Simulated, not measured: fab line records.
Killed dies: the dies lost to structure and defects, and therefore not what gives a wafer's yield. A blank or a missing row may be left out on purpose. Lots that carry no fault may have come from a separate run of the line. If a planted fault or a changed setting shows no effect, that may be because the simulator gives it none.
Which tool was responsible?    flow gf180mcu    6 lots (18 wafers sampled), 1 step of a 602-step route

## WHAT THE GAUGES SHOWED, per wafer
GF_V4_RS_MEAS_24: uses a four-point probe to measure.
lot   measured      on            V4_W_RS (ohm/sq)
L259  day 25 16:04  filmMetro-03  0.326 0.332 0.325
L262  day 26 15:38  filmMetro-01  0.328 0.326 0.321
L264  day 27 02:43  filmMetro-03  0.324 0.323 0.324
L265  day 27 11:17  filmMetro-01  0.329 0.328 0.327
L275  day 30 07:55  filmMetro-03  0.329 0.331 0.328
L278  day 31 00:18  filmMetro-04  0.324 0.325 0.324

## TOOL THAT RAN EACH LOT (tool first, then ch and the chambers of the sampled wafers, then the start)
The record shows no process step preceding these readings.

## THE ANSWER, worked out from the rows above alone
Rule: usual is defined by the lots themselves. Put in order of their means at a reading, lots are off if they are a third of the lots or fewer, leave a main group of 4 or more, and stand apart from it by a gap of 3 or more times the standard deviation of the main group's means; of several such gaps the widest counts. Not used: any main group whose means are identical at the precision the tables above print for the reading. Also off: a lot with no number at a reading for which 4 or more lots have one. Any other lot the step has rows for is counted as sound.
No lot is off at any reading shown: from this, nothing can be told.

## WHAT THE SIMULATOR HAD INSERTED
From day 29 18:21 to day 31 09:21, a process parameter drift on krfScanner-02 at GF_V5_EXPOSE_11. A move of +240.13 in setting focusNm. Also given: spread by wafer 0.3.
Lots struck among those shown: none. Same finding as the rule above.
